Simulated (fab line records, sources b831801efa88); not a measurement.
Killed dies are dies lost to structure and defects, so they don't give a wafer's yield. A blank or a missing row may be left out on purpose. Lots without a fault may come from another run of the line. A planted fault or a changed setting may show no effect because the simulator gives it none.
Chamber matching | flow gf180mcu | GF_V1_CVD_02 on pecvd-03: 3 sister chambers
The step deposits SiO2 from TEOS, target thk 850 nm, time 94.851 s. 16 wafers are shown with their chamber, then 8 later ones without.

WAFERS WITH THEIR CHAMBER
wafer  | chamber | heater_power_w (W)
L074.3 | 1       | 686
L074.5 | 2       | 906
L074.6 | 1       | 708
L077.1 | 2       | 821
L077.5 | 0       | 357
L077.6 | 2       | 857
L078.1 | 1       | 635
L078.3 | 0       | 426
L078.4 | 2       | 846
L081.1 | 1       | 644
L081.4 | 0       | 426
L081.6 | 1       | 678
L088.1 | 1       | 651
L088.2 | 2       | 845
L088.3 | 0       | 461
L089.1 | 0       | 449

SIGNATURES (means of the wafers above)
reading        | chamber 0 | chamber 1 | chamber 2 | scatter within a chamber
heater_power_w | 423.80    | 667.00    | 855.00    | 33.3
Rule: a wafer's distance from a chamber is the root of the sum, over the readings, of the square of ((its reading less the chamber's mean) divided by the reading's scatter). The wafer belongs to the nearest chamber; if the next one is less than 2 further off, it can't be placed. The scatter: the root of (the sum of the squares of (reading less its chamber's mean) over the shown wafers, divided by (wafers less chambers)).

WAFERS WITHOUT THEIR CHAMBER
wafer  | heater_power_w (W)
L089.2 | 828
L089.5 | 874
L091.4 | 683
L091.5 | 792
L091.6 | 432
L096.2 | 367
L096.3 | 660
L096.6 | 682

WHICH CHAMBER EACH WENT THROUGH
wafer  | from the rows above     | in truth
L089.2 | 2                       | 2
L089.5 | 2                       | 2
L091.4 | 1                       | 1
L091.5 | can't be placed: 2 or 1 | 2
L091.6 | 0                       | 0
L096.2 | 0                       | 0
L096.3 | 1                       | 1
L096.6 | 1                       | 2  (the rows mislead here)
Placed correctly: 6 of 8. Can't be placed from these rows: 1 (the true chamber is among the candidates in 1). Placed wrongly: 1.
